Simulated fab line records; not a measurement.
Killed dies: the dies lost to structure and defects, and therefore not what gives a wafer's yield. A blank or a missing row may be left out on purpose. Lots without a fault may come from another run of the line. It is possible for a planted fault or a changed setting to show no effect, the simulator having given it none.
Which tool did it?	flow sfq line	at 1 step of a route of 325, 14 lots with 41 wafers sampled

WHAT THE GAUGES SHOWED, per wafer
Not one reading of a measure or inspect step in the record can be checked against a usual standard deviation.

TOOL THAT RAN EACH LOT (tool first, then ch and the chambers of the sampled wafers, then the start)
lot	SFQ_TRILAYER_A5B_CMP_CMP_130
L612	cmp-02 ch 0,1,2, day 57 15:31
L613	cmp-01 ch 2,3, day 57 23:02
L614	cmp-02 ch 0,2,3, day 58 00:31
L615	cmp-01 ch 0,3, day 58 02:32
L616	cmp-01 ch 0,2, day 58 05:02
L618	cmp-01 ch 0,1,3, day 58 18:16
L619	cmp-01 ch 0,3, day 58 23:16
L620	cmp-02 ch 0,1, day 59 00:01
L621	cmp-01 ch 0,2, day 59 21:00
L622	cmp-02 ch 0,1,3, day 60 21:14
L623	cmp-01 ch 0,2,3, day 61 00:38
L626	cmp-01 ch 1,3, day 61 10:21
L628	cmp-01 ch 0,2, day 61 19:05
L635	cmp-02 ch 0,1,3, day 64 04:23
- SFQ_TRILAYER_A5B_CMP_CMP_130: polishes, stops on Nb, target thk 340.7 nm.

WHAT THE TOOLS THEMSELVES READ (means of the sampled wafers that have a number; where no wafer has one, the mark that the record gives instead)
SFQ_TRILAYER_A5B_CMP_CMP_130. Usual: motor current A 10.7 A, standard deviation 1.1; platen rpm 60.00 rpm, standard deviation 0.046.
lot	tool	motor current A (A)	platen rpm (rpm)	flag
L612	cmp-02	10.7	59.99	
L613	cmp-01	10.2	60.04	
L614	cmp-02	10.9	60.02	
L615	cmp-01	12.1	59.99	
L616	cmp-01	10.0	60.02	
L618	cmp-01	11.2	60.01	
L619	cmp-01	12.0	59.96	
L620	cmp-02	10.2	60.00	
L621	cmp-01	10.7	59.95	
L622	cmp-02	10.9	59.99	
L623	cmp-01	11.1	60.04	
L626	cmp-01	10.8	54.01	OFF
L628	cmp-01	10.7	54.00	OFF
L635	cmp-02	10.9	60.03	

THE ANSWER, worked out from the rows above alone
Rule: a lot counts as off when the mean over its wafers that have a number is more than 3 standard deviations away from the usual mean. Also off: a lot with no number at a reading for which 4 or more lots have one. All remaining lots with rows at the step are treated as sound. After the gauges, taken in route order, come the tools' own readings; for these a lot's mean is taken, as printed above. The first step at which some lot is off is used, and at that step the reading that is off furthest; a lot without a number counts as furthest.
Off, at SFQ_TRILAYER_A5B_CMP_CMP_130 on platen rpm: L626, L628.
A tool fits if, at that step or a process step before it, it ran every lot that is off, and no sound lot after the first of them. One fits: SFQ_TRILAYER_A5B_CMP_CMP_130 on cmp-01. A fault onset in the window from L623 (day 61 00:38, its last sound lot) to L626 (day 61 10:21, its first lot off) fits.
The tool's own readings at SFQ_TRILAYER_A5B_CMP_CMP_130 bear it out: on the lots that are off they differ by more than 5 times the standard deviation of the sound lots' means. platen rpm reads 54.00 rpm there against 60.00 rpm on the sound lots.

WHAT WAS PUT IN BY THE SIMULATOR
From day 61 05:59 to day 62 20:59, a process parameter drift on cmp-01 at SFQ_TRILAYER_A5B_CMP_CMP_130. A move of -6 in setting platen rpm, from 60. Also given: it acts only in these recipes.
Shown lots that were struck: L626, L628. This agrees with what the rule above found.
